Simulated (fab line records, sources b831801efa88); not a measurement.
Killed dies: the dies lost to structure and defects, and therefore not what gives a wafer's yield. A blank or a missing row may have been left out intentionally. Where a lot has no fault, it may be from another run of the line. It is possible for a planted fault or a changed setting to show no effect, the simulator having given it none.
Struck lot and sound lot, side by side    flow sky130    21 steps out of a route of 708
Sound: wafers L114.3, L114.4, L114.6. Wafers struck: L127.2, L127.3, L127.6. The cause is given at the end.
For every step that has rows: the tool of each side, followed by ch and its chambers, followed by its first start. Under that, the readings that differ: sound wafers    struck wafers    difference of the means    sigmas: that difference in standard deviations of wafers without a fault.
alike: readings whose means differ by less than 2 such deviations, and words and numbers that are the same on both sides. not compared: withheld readings, readings that some wafer has no value for, bounds like >300 that may hide the same value, and numbers for which the record gives no deviation and whose values overlap.
The two part at a step that has a row with sigmas, a row that says differs or no value, or rows on one side only. When numbers do not overlap yet have no deviation, they are printed without sigmas and do not part them. A reading that every wafer of one side lacks parts them only if that side has two wafers or more.

SKY_PASSIVATION_THK_MEAS_03:
  sound: film-metro-02 at day 45 14:32; struck: film-metro-01 at day 48 17:08
  alike: PASSIVATION_CVD_02_THK
then, 7 steps without rows for these wafers: SKY_PASSIVATION_DEHYDRATE_04 (time 60 s); SKY_PASSIVATION_HMDS_05 (prime time 60 s); SKY_PASSIVATION_COAT_06 (resist thk 3000 nm); SKY_PASSIVATION_SOFTBAKE_07; SKY_PASSIVATION_EXPOSE_08 (exposes mask NSM, target cd 3000 nm); SKY_PASSIVATION_PEB_09; SKY_PASSIVATION_DEVELOP_10 (develop time 60 s).
SKY_PASSIVATION_ETCH_11: etches the open film in CF4/O2, stops on AlCu, target depth 725 nm, time 161.1 s.
  sound on rie-diel-03 ch 1,3, day 46 11:31; struck on rie-diel-01 ch 2,3, day 49 10:46
  alike: drypump-motor-current-A, oes-product-au, throttle-valve-pct
  not compared: rf-hours-counter-h
SKY_PASSIVATION_STRIP_12: strips in O2/N2.
  sound on plasma-asher-03 ch 0,1, day 46 11:39; struck on plasma-asher-01 ch 0,1, day 49 10:52
  alike: drypump-motor-current-A, oes-product-au, strip-time-to-endpoint-s
  not compared: rf-hours-counter-h
then, 2 steps without rows for these wafers: SKY_PAD_OPEN_DEHYDRATE_00 (time 60 s); SKY_PAD_OPEN_HMDS_01 (prime time 60 s).
SKY_PAD_OPEN_COAT_02: resist thk 3000 nm.
  sound on litho-track-01 ch 0, day 46 21:43; struck on litho-track-01 ch 0, day 49 20:05
reading                                     sound                 struck                difference  sigmas
spin-speed-rpm (rpm)                        1997.5 1999.5 1996.6  2121.4 2123.7 2123.3  +124.9      +83
model.coat_of_PAD_OPEN_COAT_02.thk-nm (nm)  3005 3003 3012        2907 2904 2904        -102        
then, 3 steps without rows for these wafers: SKY_PAD_OPEN_SOFTBAKE_03; SKY_PAD_OPEN_EXPOSE_04 (exposes mask PDM, target cd 60000 nm); SKY_PAD_OPEN_PEB_05.
SKY_PAD_OPEN_DEVELOP_06: develop time 60 s.
  sound: litho-track-01 ch 0; struck: litho-track-02 ch 0
reading                                     sound           struck          difference  sigmas
model.coat_of_PAD_OPEN_COAT_02.thk-nm (nm)  3004 3002 3011  2906 2903 2903  -102        
  alike: developer-temp-C
SKY_PAD_OPEN_ETCH_07: etches the open film in CF4/O2, stops on AlCu, target depth 725 nm, time 161.1 s.
  sound on rie-diel-01 ch 0,3, day 47 08:31; struck on rie-diel-03 ch 0,1,2, day 50 03:53
  alike: drypump-motor-current-A, oes-product-au, throttle-valve-pct
  not compared: rf-hours-counter-h
SKY_PAD_OPEN_STRIP_08: strips in O2/N2.
  sound on plasma-asher-02 ch 0,1, day 47 08:39; struck on plasma-asher-02 ch 0,1, day 50 03:59
reading                       sound              struck             difference  sigmas
strip-time-to-endpoint-s (s)  37.10 37.09 37.20  36.01 35.97 35.96  -1.15       -12
  alike: drypump-motor-current-A, oes-product-au
  not compared: rf-hours-counter-h
then, 1 step without rows for these wafers: SKY_PAD_OPEN_STRIP_09 (strips in post etch residue remover, time 1200 s).
SKY_PAD_OPEN_PROBE_99:
  sound wafers here have rows in the record (prober-01, day 47 10:56); struck ones have none

WHERE THEY PART
First at SKY_PAD_OPEN_COAT_02; last, within this record, at SKY_PAD_OPEN_PROBE_99.

WHY: what had been put in by the simulator
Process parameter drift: litho-track-01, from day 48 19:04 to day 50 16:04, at SKY_PAD_OPEN_COAT_02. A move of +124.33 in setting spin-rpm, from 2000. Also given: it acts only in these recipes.
